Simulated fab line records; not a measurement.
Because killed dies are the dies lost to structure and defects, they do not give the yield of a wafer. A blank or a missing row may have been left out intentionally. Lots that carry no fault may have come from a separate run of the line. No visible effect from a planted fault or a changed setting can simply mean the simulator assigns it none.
Matching of chambers    flow sky130    SKY_POLY_CUT_ETCH_11 on rieDiel-04 has 4 sister chambers
The step etches Si3N4 in CF4/CH2F2/Ar, stops on poly-Si, time 42.5 s, target depth 60 nm. 16 wafers are shown with their chamber, then 8 later ones without.

WAFERS PAIRED WITH THEIR CHAMBERS
wafer   chamber  drypumpMotorCurrentA (A)  oesProductAu (a.u.)  throttleValvePct (%)
L545.4  1        6.0                       0.834                14.977
L545.5  2        5.7                       0.824                14.989
L545.6  1        6.0                       0.833                14.991
L546.1  1        6.0                       0.829                14.996
L546.2  2        5.7                       0.832                14.994
L546.6  1        6.0                       0.827                14.992
L550.2  1        6.0                       0.820                14.971
L550.4  2        5.6                       0.829                14.993
L550.6  0        6.3                       0.834                14.995
L551.2  1        6.0                       0.840                14.999
L551.4  0        6.3                       0.831                15.001
L551.5  3        6.1                       0.826                14.993
L554.2  0        6.3                       0.838                15.010
L554.3  1        6.0                       0.831                14.994
L554.4  3        6.1                       0.825                15.006
L556.2  2        5.7                       0.831                14.986

SIGNATURES (averages over the wafers above)
reading               chamber 0  chamber 1  chamber 2  chamber 3  scatter within a chamber
drypumpMotorCurrentA  6.300      6.000      5.675      6.100      0.025
oesProductAu          0.83433    0.83057    0.82900    0.82550    0.00497
throttleValvePct      15.00200   14.98857   14.99050   14.99950   0.00863
Rule: a wafer's distance from a chamber is the root of the sum, over the readings, of the square of ((its reading less the chamber's mean) divided by the reading's scatter). If the next closest chamber is less than 2 further off than the closest, the wafer can't be placed; otherwise it belongs to the closest. The scatter: take each reading less its chamber's mean, square it, sum over the shown wafers, divide by the number of wafers less the number of chambers, and take the root.

WAFERS WITH NO CHAMBER GIVEN
wafer   drypumpMotorCurrentA (A)  oesProductAu (a.u.)  throttleValvePct (%)
L556.3  6.1                       0.837                15.016
L556.4  6.0                       0.841                14.988
L564.1  6.1                       0.820                14.998
L564.2  6.0                       0.825                14.974
L564.4  5.7                       0.818                14.985
L566.2  5.7                       0.820                14.977
L566.3  6.3                       0.826                14.993
L566.5  6.0                       0.834                15.010

EACH ONE'S CHAMBER
wafer   from the rows above      in truth
L556.3  3                        3
L556.4  1                        1
L564.1  3                        3
L564.2  1                        1
L564.4  2                        2
L566.2  2                        2
L566.3  0                        0
L566.5  can't be placed: 1 or 3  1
Placed correctly: 7 of 8. From these rows, 1 cannot be placed; in 1 the true chamber is one of the candidates. Number placed wrongly: 0.
